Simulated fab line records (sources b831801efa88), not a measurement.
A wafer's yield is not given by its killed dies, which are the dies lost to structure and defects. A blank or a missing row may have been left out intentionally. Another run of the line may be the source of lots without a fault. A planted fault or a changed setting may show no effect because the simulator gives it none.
2 desks looking at one fault / flow sky130 / every desk sees just its own numbers, and what lay behind them comes last

## AT THE TOOL OWNER'S DESK: pvd_sputter-02
The tool's own readings at SKY_VIA4_SPUTTER_17 (material TiN, target thk 20 nm, time 80 s): means of the sampled wafers that have a number, for each lot that ran on this tool. Any lot whose mean is over 4 standard deviations away from the usual mean is out of limits and marked OUT; that distance is given in the brackets.
Columns: A = throttle_valve_pct at SKY_VIA4_SPUTTER_17, usual 30.0 %
lot=L780; first seen here=day 45 18:15; A=30.4
lot=L783; first seen here=day 46 06:36; A=30.7
lot=L790; first seen here=day 47 21:47; A=29.0
This desk's verdict: no lot among the 3 shows anything out of limits.

## METROLOGY DESK
Means of the sampled wafers that have a number, per lot and without regard to the tool the lot ran on: this is what the gauges read. Any lot whose mean is over 4 standard deviations away from the usual mean is out of limits and marked OUT; that distance is given in the brackets.
Columns: A = VIA4_OVL at SKY_VIA4_OVL_MEAS_11, usual -0.4 nm
lot=L774; first seen here=day 43 12:31; A=1.0
lot=L780; first seen here=day 45 17:33; A=-1.4
lot=L783; first seen here=day 46 05:55; A=-2.3
lot=L785; first seen here=day 47 15:43; A=-2.1
lot=L790; first seen here=day 47 21:04; A=-1.0
This desk's verdict: no lot among the 5 shows anything out of limits.

## ALL TOGETHER
The tool owner's desk saw nothing out of limits.
From the metrology desk's view, nothing was out of limits.

## WHAT HAD BEEN PUT IN BY THE SIMULATOR
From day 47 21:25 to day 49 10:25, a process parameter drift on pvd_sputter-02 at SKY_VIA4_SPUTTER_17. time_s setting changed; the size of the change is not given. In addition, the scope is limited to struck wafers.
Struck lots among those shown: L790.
